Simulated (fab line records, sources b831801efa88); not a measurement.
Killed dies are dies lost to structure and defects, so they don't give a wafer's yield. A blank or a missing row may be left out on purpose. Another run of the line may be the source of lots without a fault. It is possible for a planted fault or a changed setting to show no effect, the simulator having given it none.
fab line records | flow sky130
[record] lots = 5 wafers = 15 last-day = 50
route steps=708 shown LI_CONTACT@375 LOCAL_INTERCONNECT@387 PAD_OPEN@708
lots untouched by any fault: they come from a run of this same line in which no faults occurred
start-h: hours from the record's opening day to when the first of the lot's shown wafers began | wait-h: hours from the lot's prior step to this one | " identical to the entry in the row above | L1.1+2: a row that stands for several wafers | - value missing, or start not given | * or withheld: withheld | < > ~ a bound
route shown NAME@n: names a module that has steps shown in the file, with the first one's number in the route | usual: average and standard deviation across the fault-free wafers | same: alike in all rows | chamber/n: place in a boat | sites: the reading at each site | _std_site: standard deviation of those values | _edge_site: inner sites' mean taken away from outer sites' mean | radius-mm: for every site, how far away it sits from the centre of the wafer | mask NAME#n: copy n | behind: the last tool/chamber to shape the wafer | hold: what put the lot on hold/how long, in hours/how the hold closed | device: which transistor (n, p or np) failed to switch | end of line: tests of these same wafers at the route's end | a step without rows: its recipe alone | killed: the dies lost at the first sort to structure and to defects; this is not the yield of the wafer | map: a wafer's dies, marking killed ones x, the rest . and places with no die _
set.NAME: the setting the step ran with; set.NAME@STEP: the setting that earlier step ran with | model.NAME: the simulator's own value behind a step, which no gauge read
certain route steps with their lots: each step a table, each wafer a row
services: the hour from which a tool's chamber was out of use, counted from the record's first day as start-h (under 0 if before that day), plus the number of hours and why
[[steps]]
[step SKY_LI_CONTACT_OVL_MEAS_13]
[usual] LI_CONTACT_OVL = -1/4.9
// columns lot.wafer tool chamber start-h wait-h LI_CONTACT_OVL[nm]
L447.1 overlay-02 - 715.78 0.1 -12
L447.2 " - " " -11
L447.5 " - " " -7
L450.1 overlay-02 - 741.98 0.1 -3
L450.2 " - " " 3
L450.3 " - " " -1
L455.1 overlay-02 - 769.68 0.1 1
L455.4 " - " " -1
L455.5 " - " " 1
L464.1 overlay-02 - 836.69 0.1 2
L464.3 " - " " 6
L464.5 " - " " 1
L465.2 overlay-02 - 854.09 0.1 -11
L465.3 " - " " 5
L465.5 " - " " 3
[step SKY_LI_CONTACT_ETCH_14]
[recipe] chemistry = N2/H2 target = BARC ion-energy-ev = 200 source-w = 500 bias-w = 100 pressure-mtorr = 30 n2-flow-sccm = 100 h2-flow-sccm = 200 stop-on = SiO2 time-s = 45.9 target-depth-a = 600
[usual] drypump-motor-current-A = 5.7/0.39 oes-product-au = 0.854/0.005 rf-fwd-power-W = 494.6/2.1 throttle-valve-pct = 13.225/0.0098
// columns lot.wafer tool chamber start-h wait-h drypump-motor-current-A oes-product-au rf-fwd-power-W rf-hours-counter-h throttle-valve-pct
L447.1 rie-diel-04 0 715.82 0.0 5.7 0.859 493.2 11 13.235
L447.2 " 2 " " 6.7 0.862 493.4 36 13.211
L447.5 " 2 " " 6.7 0.859 494.0 - 13.224
L450.1 rie-diel-01 2 742.02 0.0 5.8 0.854 491.5 7 13.229
L450.2 " 0 " " 5.1 0.847 491.4 10 13.248
L450.3 " 1 " " 5.4 0.844 494.5 14 13.217
L455.1 rie-diel-03 0 769.72 0.0 5.3 0.840 495.6 14 13.212
L455.4 " 1 " " 6.0 0.858 495.5 7 13.223
L455.5 " 0 " " 5.3 0.848 497.1 - 13.221
L464.1 rie-diel-01 2 836.73 0.0 5.8 0.849 495.2 9 13.212
L464.3 " 1 " " 5.4 0.858 495.5 16 13.208
L464.5 " 2 " " 5.8 0.855 493.0 - 13.220
L465.2 rie-diel-03 0 854.12 0.0 5.3 0.852 496.6 17 13.224
L465.3 " 2 " " 5.9 0.853 496.6 28 13.222
L465.5 " 0 " " 5.3 0.852 495.7 - 13.247
[step SKY_LI_CONTACT_ETCH_15]
[recipe] target = PSG chemistry = C4F8/O2/Ar stop-on = Si taper-deg = 4.15 mask-material = KrF-thick source-w = 1500 bias-w = 1200 pressure-mtorr = 40 c4f8-flow-sccm = withheld O2_flow_sccm = 6 Ar_flow_sccm = 300 time-s = withheld target-depth-a = 6000
[step SKY_LI_CONTACT_STRIP_16]
[recipe] chemistry = O2/N2 power-w = 1400 pressure-mtorr = 1500 platen-temp-c = withheld o2-flow-sccm = 3000 n2-flow-sccm = 300 overash-fraction = 0.5
[step SKY_LI_CONTACT_CLEAN_17]
[recipe] chemistry = NMP time-s = 600 temp-c = 60 dry = n2-spin
[step SKY_LI_CONTACT_PRE_CLEAN_18]
[recipe] gas = Ar time-s = 5.6 bias-v = 358
[step SKY_LI_CONTACT_SPUTTER_19]
[recipe] material = Ti target-thk-nm = 20 chamber-pressure-pa = 5 power-w = 2500 substrate-temp-c = 200 time-s = 106.37
[usual] throttle-valve-pct = 29.7/0.8
// columns lot.wafer tool chamber start-h wait-h throttle-valve-pct
L447.1 pvd-sputter-01 - 716.24 0.0 28.7
L447.2 " - " " 29.2
L447.5 " - " " 28.9
L450.1 pvd-sputter-04 - 742.44 0.0 30.3
L450.2 " - " " 29.4
L450.3 " - " " 30.5
L455.1 pvd-sputter-04 - 770.15 0.0 30.1
L455.4 " - " " 29.6
L455.5 " - " " 29.4
L464.1 pvd-sputter-04 - 837.15 0.0 29.8
L464.3 " - " " 30.5
L464.5 " - " " 29.9
L465.2 pvd-sputter-03 - 854.58 0.0 29.1
L465.3 " - " " 30.6
L465.5 " - " " 28.9
[step SKY_LI_CONTACT_SPUTTER_20]
[recipe] material = TiN target-thk-nm = 20 chamber-pressure-pa = 5 power-w = 4000 time-s = 80
[usual] throttle-valve-pct = 29.7/0.79
// columns lot.wafer tool chamber start-h wait-h throttle-valve-pct
L447.1 pvd-sputter-01 - 716.31 0.0 28.7
L447.2 " - " " 28.9
L447.5 " - " " 29.0
L450.1 pvd-sputter-04 - 742.51 0.0 30.1
L450.2 " - " " 29.5
L450.3 " - " " 30.4
L455.1 pvd-sputter-04 - 770.23 0.0 30.1
L455.4 " - " " 29.9
L455.5 " - " " 29.6
L464.1 pvd-sputter-04 - 837.23 0.0 29.6
L464.3 " - " " 30.3
L464.5 " - " " 29.4
L465.2 pvd-sputter-03 - 854.66 0.0 28.7
L465.3 " - " " 30.6
L465.5 " - " " 28.8
[step SKY_LI_CONTACT_CVD_21]
[recipe] material = W target-thk-nm = 400 time-s = 120.56 temp-c = 400 pressure-torr = 40
[usual] heater-power-w = 829/100
// columns lot.wafer tool chamber start-h wait-h heater-power-w
L447.1 cvd-w-02 0 716.38 0.0 709
L447.2 " 0 " " 707
L447.5 " 0 " " 724
L450.1 cvd-w-01 0 742.58 0.0 920
L450.2 " 1 " " 757
L450.3 " 0 " " 893
L455.1 cvd-w-02 0 770.29 0.0 712
L455.4 " 1 " " 942
L455.5 " 1 " " 961
L464.1 cvd-w-02 0 837.29 0.0 719
L464.3 " 1 " " 953
L464.5 " 0 " " 719
L465.2 cvd-w-01 1 854.72 0.0 752
L465.3 " 0 " " 866
L465.5 " 0 " " 903
[step SKY_LI_CONTACT_RS_MEAS_22]
[recipe] thk-meas-gauge = four-point-probe reads = W_of_LI_CONTACT_CVD_21+TiN_of_LI_CONTACT_SPUTTER_20+Ti_of_LI_CONTACT_SPUTTER_19
[usual] LI_CONTACT_W_RS = 0.285/0.0033
// columns lot.wafer tool chamber start-h wait-h LI_CONTACT_W_RS[ohm/sq]
L447.1 film-metro-01 - 716.63 0.2 0.282
L447.2 " - " " 0.282
L447.5 " - " " 0.284
L450.1 film-metro-01 - 742.70 0.1 0.283
L450.2 " - " " 0.289
L450.3 " - " " 0.285
L455.1 film-metro-02 - 770.42 0.1 0.286
L455.4 " - " " 0.286
L455.5 " - " " 0.286
L464.1 film-metro-03 - 837.41 0.1 0.282
L464.3 " - " " 0.286
L464.5 " - " " 0.281
L465.2 film-metro-01 - 854.87 0.1 0.287
L465.3 " - " " 0.288
L465.5 " - " " 0.289
[step SKY_LI_CONTACT_THK_MEAS_23]
[recipe] thk-meas-gauge = xrf reads = W_of_LI_CONTACT_CVD_21
[usual] LI_CONTACT_W_THK = 418/6
// columns lot.wafer tool chamber start-h wait-h LI_CONTACT_W_THK[nm]
L447.1 film-metro-01 - 716.75 0.1 420
L447.2 " - " " 419
L447.5 " - " " 421
L450.1 film-metro-01 - 742.82 0.1 420
L450.2 " - " " 409
L450.3 " - " " 418
L455.1 film-metro-02 - 770.54 0.1 423
L455.4 " - " " 426
L455.5 " - " " 422
L464.1 film-metro-03 - 837.53 0.1 421
L464.3 " - " " 413
L464.5 " - " " 419
L465.2 film-metro-01 - 854.98 0.1 409
L465.3 " - " " 407
L465.5 " - " " 409
[step SKY_LI_CONTACT_CMP_24]
[recipe] stop-on = PSG t-overpolish-s = 20 down-force-psi = 3.5 platen-rpm = 60 target-thk-nm = 0 pad-velocity-m-s = 0.94248
[step SKY_LOCAL_INTERCONNECT_SPUTTER_00]
[recipe] material = TiN target-thk-nm = 100 temp-c = 300 power-w = 6500 time-s = 83.3 chamber-pressure-pa = 0.4
[usual] throttle-valve-pct = 30.0/0.79
// columns lot.wafer tool chamber start-h wait-h throttle-valve-pct
L447.1 pvd-sputter-02 - 717.11 0.1 30.6
L447.2 " - " " 31.0
L447.5 " - " " 29.1
L450.1 pvd-sputter-03 - 743.18 0.1 30.9
L450.2 " - " " 30.9
L450.3 " - " " 28.6
L455.1 pvd-sputter-03 - 770.90 0.2 28.9
L455.4 " - " " 30.7
L455.5 " - " " 29.1
L464.1 pvd-sputter-02 - 837.93 0.2 28.9
L464.3 " - " " 30.3
L464.5 " - " " 29.1
L465.2 pvd-sputter-02 - 855.33 0.2 29.2
L465.3 " - " " 30.8
L465.5 " - " " 28.8
[step SKY_LOCAL_INTERCONNECT_RS_MEAS_01]
[recipe] thk-meas-gauge = four-point-probe reads = TiN_of_LOCAL_INTERCONNECT_SPUTTER_00
[usual] LOCAL_INTERCONNECT_TIN_RS = 14.10/0.19
// columns lot.wafer tool chamber start-h wait-h LOCAL_INTERCONNECT_TIN_RS[ohm/sq]
L447.1 film-metro-03 - 717.17 0.0 13.81
L447.2 " - " " 13.86
L447.5 " - " " 13.96
L450.1 film-metro-04 - 743.24 0.0 14.34
L450.2 " - " " 14.37
L450.3 " - " " 14.30
L455.1 film-metro-04 - 770.96 0.0 14.16
L455.4 " - " " 16.10
L455.5 " - " " 14.13
L464.1 film-metro-04 - 837.99 0.0 14.00
L464.3 " - " " 14.14
L464.5 " - " " 14.10
L465.2 film-metro-04 - 855.41 0.1 14.10
L465.3 " - " " 14.02
L465.5 " - " " 14.09
[step SKY_LOCAL_INTERCONNECT_THK_MEAS_02]
[recipe] thk-meas-gauge = xrf reads = TiN_of_LOCAL_INTERCONNECT_SPUTTER_00
[usual] LOCAL_INTERCONNECT_TIN_THK = 100.7/1.4
// columns lot.wafer tool chamber start-h wait-h LOCAL_INTERCONNECT_TIN_THK[nm]
L447.1 film-metro-03 - 717.29 0.1 102.2
L447.2 " - " " 102.3
L447.5 " - " " 101.9
L450.1 film-metro-04 - 743.36 0.1 98.7
L450.2 " - " " 98.5
L450.3 " - " " 99.2
L455.1 film-metro-04 - 771.08 0.1 100.1
L455.4 " - " " 90.1
L455.5 " - " " 99.9
L464.1 film-metro-04 - 838.11 0.1 100.6
L464.3 " - " " 99.6
L464.5 " - " " 99.9
L465.2 film-metro-04 - 855.52 0.1 100.1
L465.3 " - " " 101.1
L465.5 " - " " 100.9
[step SKY_LOCAL_INTERCONNECT_DEHYDRATE_03]
[recipe] temp-c = 200 time-s = 60
[step SKY_LOCAL_INTERCONNECT_HMDS_04]
[recipe] prime-time-s = 60 prime-temp-c = 120
[step SKY_LOCAL_INTERCONNECT_COAT_05]
[recipe] resist = BARC temp-c = withheld time-s = withheld spin-rpm = 3000 resist-thk-nm = 60
[step SKY_LOCAL_INTERCONNECT_COAT_06]
[recipe] resist = KrF-thick spin-rpm = 3000 resist-thk-nm = 450
[step SKY_LOCAL_INTERCONNECT_SOFTBAKE_07]
[recipe] temp-c = 100 time-s = 90 resist = KrF-thick
[step SKY_LOCAL_INTERCONNECT_EXPOSE_08]
[recipe] mask-id = LI1M na = 0.8 source-shape = annular sigma-inner = 0.55 sigma-outer = 0.85 target-cd-nm = 170 dose-mj = 28
[step SKY_LOCAL_INTERCONNECT_PEB_09]
[recipe] peb-temp-c = withheld peb-time-s = withheld resist = KrF-thick
[step SKY_LOCAL_INTERCONNECT_DEVELOP_10]
[recipe] develop-time-s = 60 resist = KrF-thick dev-temp-c = 21
[step SKY_LOCAL_INTERCONNECT_CD_MEAS_11]
[recipe] target-cd-nm = 170
[usual] cd-nm = 169.9/1.4
// columns lot.wafer tool chamber start-h wait-h cd-nm
L447.1 cd-sem-01 - 744.17 - 167.5
L447.2 " - " " 168.8
L447.5 " - " " 166.0
L450.1 cd-sem-01 - 770.47 - 168.0
L450.2 " - " " 169.0
L450.3 " - " " 168.9
L455.1 cd-sem-01 - 797.31 - 169.2
L455.4 " - " " 169.4
L455.5 " - " " 167.6
L464.1 cd-sem-01 - 863.96 - 169.8
L464.3 " - " " 172.6
L464.5 " - " " 170.5
L465.2 cd-sem-01 - 881.54 - 169.2
L465.3 " - " " 169.8
L465.5 " - " " 169.7
[step SKY_LOCAL_INTERCONNECT_OVL_MEAS_12]
[usual] LOCAL_INTERCONNECT_OVL = 0/5.7
// columns lot.wafer tool chamber start-h wait-h LOCAL_INTERCONNECT_OVL[nm]
L447.1 overlay-01 - 744.29 0.1 2
L447.2 " - " " -2
L447.5 " - " " 7
L450.1 overlay-02 - 770.59 0.1 -10
L450.2 " - " " -3
L450.3 " - " " -5
L455.1 overlay-01 - 797.43 0.1 2
L455.4 " - " " -5
L455.5 " - " " 2
L464.1 overlay-02 - 864.08 0.1 10
L464.3 " - " " 5
L464.5 " - " " 7
L465.2 overlay-02 - 881.65 0.1 5
L465.3 " - " " 16
L465.5 " - " " 10
[step SKY_LOCAL_INTERCONNECT_ETCH_13]
[recipe] chemistry = N2/H2 target = BARC ion-energy-ev = 200 bias-w = 100 pressure-mtorr = 30 n2-flow-sccm = 100 h2-flow-sccm = 200 icp-w = 500 stop-on = SiO2 time-s = 45.9 target-depth-a = 600
[usual] drypump-motor-current-A = 6.2/0.36 oes-product-au = 0.854/0.0048 rf-fwd-power-W = 495.3/2.1 throttle-valve-pct = 13.223/0.0088
// columns lot.wafer tool chamber start-h wait-h drypump-motor-current-A oes-product-au rf-fwd-power-W rf-hours-counter-h throttle-valve-pct
L447.1 rie-metal-01 0 744.32 0.0 5.7 0.849 493.6 14 13.224
L447.2 " 1 " " 6.3 0.855 495.8 10 13.217
L447.5 " 1 " " 6.4 0.844 497.3 - 13.235
L450.1 rie-metal-03 1 770.62 0.0 6.7 0.856 496.7 10 13.218
L450.2 " 1 " " 6.7 0.855 494.9 - 13.217
L450.3 " 1 " " 6.7 0.851 495.0 - 13.214
L455.1 rie-metal-03 0 797.47 0.0 5.9 0.848 493.5 1 13.235
L455.4 " 1 " " 6.8 0.859 494.7 - 13.226
L455.5 " 0 " " 5.9 0.848 492.5 - 13.221
L464.1 rie-metal-02 1 864.12 0.0 6.4 0.856 498.1 5 13.219
L464.3 " 1 " " 6.4 0.864 498.4 - 13.228
L464.5 " 1 " " 6.4 0.866 498.7 - 13.220
L465.2 rie-metal-01 0 881.68 0.0 5.7 0.854 494.8 4 13.212
L465.3 " 1 " " 6.3 0.858 494.3 - 13.226
L465.5 " 0 " " 5.7 0.850 495.4 - 13.214
[step SKY_LOCAL_INTERCONNECT_METAL_ETCH_14]
[recipe] target-depth-nm = 110 stop-on = PSG chemistry = Cl2/BCl3 target = TiN resist-sidewall-deg = 88 pressure-mtorr = 10 icp-w = 900 bias-w = 48.5 Cl2_flow_sccm = 60 bcl3-flow-sccm = 30 time-s = 31.4
[usual] bcl3-flow-sccm = 29.99/0.089 drypump-motor-current-A = 6.2/0.36 mfc-cl2-sccm = 59.99/0.18 oes-product-au = 0.943/0.0087 rf-fwd-power-W = 890/3.8 throttle-valve-pct = 21.901/0.011
// columns lot.wafer tool chamber start-h wait-h bcl3-flow-sccm drypump-motor-current-A mfc-cl2-sccm oes-product-au rf-fwd-power-W rf-hours-counter-h throttle-valve-pct
L447.1 rie-metal-01 0 744.38 0.0 29.89 5.7 59.97 0.950 882 14 21.889
L447.2 " 1 " " 29.85 6.3 60.08 0.952 893 10 21.887
L447.5 " 1 " " 30.08 6.4 60.10 0.949 892 - 21.902
L450.1 rie-metal-03 1 770.75 0.1 29.95 6.7 59.67 0.933 889 10 21.913
L450.2 " 1 " " 30.01 6.7 59.79 0.934 894 - 21.914
L450.3 " 1 " " 30.04 6.7 60.11 0.944 890 - 21.906
L455.1 rie-metal-03 0 797.53 0.0 29.93 5.9 59.98 0.939 890 1 21.889
L455.4 " 1 " " 29.97 6.7 60.08 0.874 892 - 21.931
L455.5 " 0 " " 29.78 5.9 60.07 0.936 887 - 21.886
L464.1 rie-metal-02 1 864.24 0.1 29.96 6.4 60.14 0.950 887 5 21.896
L464.3 " 1 " " 29.92 6.4 60.00 0.937 892 - 21.897
L464.5 " 1 " " 30.14 6.4 60.22 0.944 891 - 21.899
L465.2 rie-metal-01 0 881.74 0.0 30.01 5.7 60.22 0.944 886 4 21.894
L465.3 " 1 " " 29.88 6.3 60.08 0.944 894 - 21.914
L465.5 " 0 " " 29.90 5.7 60.10 0.939 887 - 21.897
[step SKY_LOCAL_INTERCONNECT_STRIP_15]
[recipe] chemistry = O2/N2 power-w = 1400 pressure-mtorr = 1500 platen-temp-c = withheld o2-flow-sccm = 3000 n2-flow-sccm = 300 overash-fraction = 0.5
[step SKY_PAD_OPEN_PROBE_99]
[usual] killed_at_M0_to_M3 = 43/6.7 killed_at_M4_up = 3.2/1.9 killed-at-contacts = 24/5.9 killed-at-front-end = 15/4.1 killed-at-other = 0.3/0.56 killed-dies = 86/9.5 killed-open = 47/7.4 killed-short = 39/5.5
[same] gross-dies = 492 killed-at-back-side = 0
// columns lot.wafer tool chamber start-h wait-h killed_at_M0_to_M3 killed_at_M4_up killed-at-contacts killed-at-front-end killed-at-other killed-dies killed-open killed-short
L447.1 prober-01 - 1103.03 0.1 37 4 29 22 0 92 59 33
L447.2 prober-01 - 1103.08 0.1 44 1 26 14 2 87 40 47
L447.5 prober-01 - 1103.23 0.2 47 5 22 10 0 84 46 38
// killed by level:class
L447.1 CONTACT:geometric-particle:open=13 VIA1:geometric-particle:open=9 VIA3:geometric-particle:open=8 FIELD_ISO:geometric-particle:open=7 LI_CONTACT:geometric-particle:open=7 CONTACT:geometric-particle:short=7 METAL1:geometric-particle:short=7 POLY_GATE:geometric-particle:open=5
L447.2 VIA1:geometric-particle:open=13 CONTACT:geometric-particle:short=9 CONTACT:geometric-particle:open=7 LI_CONTACT:geometric-particle:open=6 METAL1:geometric-particle:short=5 METAL2:geometric-particle:short=5 VIA3:geometric-particle:short=5 VIA3:geometric-particle:open=5
L447.5 VIA1:geometric-particle:open=10 CONTACT:geometric-particle:open=9 VIA3:geometric-particle:open=8 LI_CONTACT:geometric-particle:open=7 VIA3:geometric-particle:short=7 METAL4:geometric-particle:short=5 VIA1:geometric-particle:short=4 METAL2:geometric-particle:short=4
[[services]]
// columns tool chamber start-h hours kind
cvd-w-02 1 716.17 11.9 repair
pvd-sputter-02 - 718.28 0.5 repair
pvd-sputter-04 - 720.41 9.6 repair
cvd-w-02 - 720.67 2.9 repair
rie-metal-03 1 727.80 32.1 repair
cvd-w-01 1 728.82 4.6 repair
cvd-w-01 - 729.35 1.2 repair
rie-diel-01 - 742.96 0.5 repair
pvd-sputter-04 - 750.42 3.3 repair
rie-metal-03 0 750.64 4.3 repair
pvd-sputter-02 - 763.54 2.9 repair
cvd-w-02 - 771.61 6.0 pm
pvd-sputter-01 - 787.98 2.9 repair
rie-metal-01 - 799.70 0.2 repair
rie-metal-03 - 804.14 2.8 pm
rie-diel-04 0 817.50 3.2 repair
rie-diel-01 0 824.04 4.0 repair
pvd-sputter-01 - 831.88 1.1 repair
rie-diel-03 2 845.24 3.2 repair
rie-diel-04 - 846.25 0.6 repair
pvd-sputter-01 - 861.93 0.6 repair
pvd-sputter-04 0 873.57 - consumable-replace:kit
pvd-sputter-04 0 873.57 18.0 scheduled-down
rie-diel-04 - 879.15 1.1 repair
[[key]]
[first-sign] step = SKY_LOCAL_INTERCONNECT_RS_MEAS_01 reading = LOCAL_INTERCONNECT_TIN_RS direction = up sigmas = 11 usual = 14.10 struck = 16.10
[effect] step = SKY_LOCAL_INTERCONNECT_THK_MEAS_02 reading = LOCAL_INTERCONNECT_TIN_THK direction = down sigmas = 7.5 usual = 100.7 struck = 90.1
[effect] step = SKY_LOCAL_INTERCONNECT_METAL_ETCH_14 reading = oes-product-au direction = down sigmas = 8 usual = 0.943 struck = 0.874
met-at SKY_LOCAL_INTERCONNECT_SPUTTER_00
struck-wafers L455.4
tester-left-out L455
onset-between 743.18 770.90
[fault] kind = site-profile-drift tool = pvd-sputter-03 chamber = - onset-h = 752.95 steps = SKY_LOCAL_INTERCONNECT_SPUTTER_00 basis = fraction max-abs-drift = 0.21161 slope-share-per-hr = 105.8 site-pattern = 0,0,0,0,0,-1,-1,-1,-1 scope = struck-wafers-only
// tester-left-out: of these lots the tester's yield and bins aren't shown, on N5 and GAA mostly nor the transistor test; their killed dies are dies lost to structure and defects alone, not to doping, threshold or leakage, so they don't give the yield
